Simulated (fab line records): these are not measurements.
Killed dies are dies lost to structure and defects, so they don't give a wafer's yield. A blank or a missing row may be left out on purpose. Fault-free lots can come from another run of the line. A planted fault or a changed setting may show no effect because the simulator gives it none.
Which tool is to blame? / flow sky130 / 36 wafers from 12 lots sampled at 3 of the route's 708 steps

## WHAT THE GAUGES SHOWED, per wafer
SKY_PASSIVATION_THK_MEAS_01.
lot=L758; measured=day 43 16:27; on=film_metro-04; PASSIVATION_CVD_00_THK (nm)=89.0 90.2 88.6
lot=L759; measured=day 44 02:41; on=film_metro-01; PASSIVATION_CVD_00_THK (nm)=90.9 90.5 91.3
lot=L760; measured=day 44 06:01; on=film_metro-02; PASSIVATION_CVD_00_THK (nm)=89.0 89.2 90.6
lot=L761; measured=day 44 12:33; on=film_metro-02; PASSIVATION_CVD_00_THK (nm)=89.0 89.8 89.0
lot=L766; measured=day 46 03:08; on=film_metro-01; PASSIVATION_CVD_00_THK (nm)=90.6 92.1 91.7
lot=L767; measured=day 46 10:51; on=film_metro-04; PASSIVATION_CVD_00_THK (nm)=91.9 91.4 91.7
lot=L769; measured=day 47 10:42; on=film_metro-04; PASSIVATION_CVD_00_THK (nm)=89.3 89.5 90.5
lot=L773; measured=day 48 02:26; on=film_metro-01; PASSIVATION_CVD_00_THK (nm)=89.1 88.9 91.0
lot=L774; measured=day 48 03:58; on=film_metro-04; PASSIVATION_CVD_00_THK (nm)=90.3 91.6 90.0
lot=L776; measured=day 48 05:10; on=film_metro-04; PASSIVATION_CVD_00_THK (nm)=89.2 90.1 90.6
lot=L779; measured=day 48 23:58; on=film_metro-02; PASSIVATION_CVD_00_THK (nm)=88.3 89.8 90.1
lot=L780; measured=day 49 05:28; on=film_metro-01; PASSIVATION_CVD_00_THK (nm)=90.1 90.5 91.7

## WHICH TOOL RAN EACH LOT (tool, then ch and the chambers of the sampled wafers, then the start)
lot=L758; SKY_VIA4_STRIP_14=wet_bench-03 ch 1, day 42 15:44; SKY_METAL5_DESCUM_14=rie_metal-02 ch 0,1, day 43 15:28
lot=L759; SKY_VIA4_STRIP_14=wet_bench-04 ch 3, day 43 01:20; SKY_METAL5_DESCUM_14=rie_metal-01 ch 0,1, day 44 01:38
lot=L760; SKY_VIA4_STRIP_14=wet_bench-02 ch 1, day 43 04:52; SKY_METAL5_DESCUM_14=rie_metal-01 ch 0,1, day 44 05:05
lot=L761; SKY_VIA4_STRIP_14=wet_bench-02 ch 3, day 43 11:19; SKY_METAL5_DESCUM_14=rie_metal-02 ch 0,1, day 44 11:40
lot=L766; SKY_VIA4_STRIP_14=wet_bench-04 ch 0, day 45 03:32; SKY_METAL5_DESCUM_14=rie_metal-02 ch 0,1, day 46 01:46
lot=L767; SKY_VIA4_STRIP_14=wet_bench-03 ch 2, day 45 12:08; SKY_METAL5_DESCUM_14=rie_metal-02 ch 0,1, day 46 09:58
lot=L769; SKY_VIA4_STRIP_14=wet_bench-03 ch 3, day 46 13:14; SKY_METAL5_DESCUM_14=rie_metal-02 ch 0,1, day 47 09:49
lot=L773; SKY_VIA4_STRIP_14=wet_bench-04 ch 0, day 47 04:46; SKY_METAL5_DESCUM_14=rie_metal-01 ch 0,1, day 48 01:31
lot=L774; SKY_VIA4_STRIP_14=wet_bench-02 ch 2, day 47 06:38; SKY_METAL5_DESCUM_14=rie_metal-01 ch 1, day 48 03:04
lot=L776; SKY_VIA4_STRIP_14=wet_bench-04 ch 3, day 47 08:02; SKY_METAL5_DESCUM_14=rie_metal-04 ch 0,1, day 48 04:17
lot=L779; SKY_VIA4_STRIP_14=wet_bench-02 ch 3, day 48 03:23; SKY_METAL5_DESCUM_14=rie_metal-04 ch 0,1, day 48 23:05
lot=L780; SKY_VIA4_STRIP_14=wet_bench-02 ch 3, day 48 09:02; SKY_METAL5_DESCUM_14=rie_metal-04 ch 0,1, day 49 04:34
- SKY_VIA4_STRIP_14: strips in post etch residue remover, time 1200 s.
- SKY_METAL5_DESCUM_14: chemistry O2, time 11 s.

## WHAT THE TOOLS THEMSELVES READ (means of the sampled wafers that have a number; where no wafer has one, the mark that the record gives instead)
SKY_METAL5_DESCUM_14.
lot=L758; tool=rie_metal-02; drypump_motor_current_A (A)=6.4; oes_product_au (a.u.)=1.013; rf_fwd_power_W (W)=146.8
lot=L759; tool=rie_metal-01; drypump_motor_current_A (A)=5.7; oes_product_au (a.u.)=0.992; rf_fwd_power_W (W)=148.1
lot=L760; tool=rie_metal-01; drypump_motor_current_A (A)=5.7; oes_product_au (a.u.)=0.995; rf_fwd_power_W (W)=147.9
lot=L761; tool=rie_metal-02; drypump_motor_current_A (A)=6.4; oes_product_au (a.u.)=1.010; rf_fwd_power_W (W)=146.7
lot=L766; tool=rie_metal-02; drypump_motor_current_A (A)=6.4; oes_product_au (a.u.)=1.005; rf_fwd_power_W (W)=146.5
lot=L767; tool=rie_metal-02; drypump_motor_current_A (A)=6.4; oes_product_au (a.u.)=1.004; rf_fwd_power_W (W)=147.1
lot=L769; tool=rie_metal-02; drypump_motor_current_A (A)=6.4; oes_product_au (a.u.)=0.999; rf_fwd_power_W (W)=147.3
lot=L773; tool=rie_metal-01; drypump_motor_current_A (A)=5.7; oes_product_au (a.u.)=0.996; rf_fwd_power_W (W)=148.2
lot=L774; tool=rie_metal-01; drypump_motor_current_A (A)=5.6; oes_product_au (a.u.)=0.999; rf_fwd_power_W (W)=147.9
lot=L776; tool=rie_metal-04; drypump_motor_current_A (A)=5.8; oes_product_au (a.u.)=1.015; rf_fwd_power_W (W)=148.3
lot=L779; tool=rie_metal-04; drypump_motor_current_A (A)=5.5; oes_product_au (a.u.)=1.015; rf_fwd_power_W (W)=146.9
lot=L780; tool=rie_metal-04; drypump_motor_current_A (A)=5.5; oes_product_au (a.u.)=1.006; rf_fwd_power_W (W)=146.8

## THE ANSWER, worked out from the rows above alone
Rule: the lots themselves supply what counts as usual. Put in order of their means at a reading, lots are off if they are a third of the lots or fewer, leave a main group of 4 or more, and stand apart from it by a gap of 3 or more times the standard deviation of the main group's means; of several such gaps the widest counts. A main group whose means are all the same, to the digits that the tables above print for the reading, isn't used. A lot without any number at a reading at which 4 lots or more have one is off too. Where the step has rows for the other lots, those lots are counted as sound. After the gauges, taken in route order, come the tools' own readings; for these a lot's mean is taken, as printed above. At the first step where some lot is off, the reading lying furthest off is the one used; lots without a number count as furthest.
No lot is off at any reading shown: from this, nothing can be told.

## WHAT HAD BEEN PUT IN BY THE SIMULATOR
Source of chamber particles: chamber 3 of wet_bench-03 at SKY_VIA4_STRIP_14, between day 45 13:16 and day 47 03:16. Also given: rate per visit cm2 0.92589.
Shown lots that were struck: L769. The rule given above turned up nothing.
